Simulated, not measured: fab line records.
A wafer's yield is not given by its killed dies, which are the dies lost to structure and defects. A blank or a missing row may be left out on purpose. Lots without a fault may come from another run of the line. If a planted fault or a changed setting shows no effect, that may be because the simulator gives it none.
Problem report, 8D (eight disciplines) form, completed by code	flow gf180mcu	the parts of the form that need people (team, actions taken, sign-off) are left out

1. THE ISSUE
Mean HV_LDD_TW at GF_HV_LDD_TW_MEAS_11: 2281 over 6 wafers in 2 lots; fault-free wafers: 2429, standard deviation 25. Relative to the usual mean, that is a shift of -5.9 standard deviations.
The first sign was on wafer L148.1 at day 11 22:57, on film-metro-04. At this step, 36 wafers from 12 lots have a number in the record. By rule, "out" or "out of limits" means more than 4 standard deviations away from the usual mean. The rest of the wafers with a number are treated as sound.

2. WHAT IT IS, AND WHAT IT ISN'T
question	is	is not
which readings at this step	HV_LDD_TW	-
which lots	L148, L150	L142, L143, L144, L145, L157, L158, L160, L161, L162, L163
which wafers of those lots	all that have a number	-
read on which gauges	film-metro-04	film-metro-02, film-metro-03
when	from day 11 22:57	up to then (12 sound wafers); but 18 sound wafers of L157, L158, L160, L161, L162, L163 came after

3. SUSPECTS, AND WHAT RULES EACH OUT
Counting: a tool at a process step up to the reading stays a suspect if it ran every lot that is out and no sound lot after the first of them.
- the gauge at GF_HV_LDD_TW_MEAS_11: ruled out. All the wafers that are out were read on film-metro-04, but those of them that GF_HV_LDD_IMPLANT_09 has rows for are out there too, on other tools.
- rie-si-01 at GF_STI_ETCH_14 (etches Si in HBr/Cl2/O2, target depth 360 nm, time 102.9 s): ruled out as a lasting fault. Following L148 (day 3 08:07), the first lot on it that is out, the sound lots L157, L161, L162, L163 were run on it.
- implanter-03 at GF_HV_LDD_IMPLANT_09: ruled out as a lasting fault. Following L148 (day 11 22:42), the first lot on it that is out, the sound lots L158 were run on it.
Left after counting: nothing in the record.

4. THE CAUSE (what the simulator had put in)
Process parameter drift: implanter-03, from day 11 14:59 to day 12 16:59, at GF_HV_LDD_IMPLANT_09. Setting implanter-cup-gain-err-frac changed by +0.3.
The count ruled it out by mistake, since the rule takes a fault to strike every lot its tool runs from the start of the fault on, and this one did not do so.

5. THE CHAIN OF EFFECTS, in route order
One row per reading whose mean, taken over the struck wafers that have a number, lies over 3 standard deviations from the usual. Only readings whose record carries a usual standard deviation are examined. hours: median over the lots of the time between each lot's start at the first step of this table that gives one and its start at this step. sigmas: the change, counted in usual standard deviations.
hours	step	reading	usual	on struck wafers	change	sigmas
0	GF_HV_LDD_IMPLANT_09	beam-on-s	10.03 s	7.70	-2.33	-12
0	GF_HV_LDD_IMPLANT_09	faraday-current-uA	562	732	+170	+15
0	GF_HV_LDD_TW_MEAS_11	HV_LDD_TW	2429	2281	-148	-5.9
61	GF_HV_LDD_RS_MEAS_53	HV_LDD_RS	418.2 ohm/sq	467.2	+49.0	+52
Its process steps:
- GF_HV_LDD_IMPLANT_09
At these later measuring or inspecting steps, every struck wafer for which the step has a row has a number for every such reading, and none has moved that far: GF_PSD_CD_MEAS_07, GF_CONTACT_THK_MEAS_03.

6. HOW IT WOULD HAVE BEEN CAUGHT EARLIER
Counted from the fault's start at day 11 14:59, it took 8 hours until the first out-of-limits reading at a measuring or inspecting step in this record, taken at day 11 22:57.
Tool's own readings at GF_HV_LDD_IMPLANT_09, beam-on-s, faraday-current-uA: out on all struck wafers the step has rows for; an alarm limit on them would have tripped on the first.
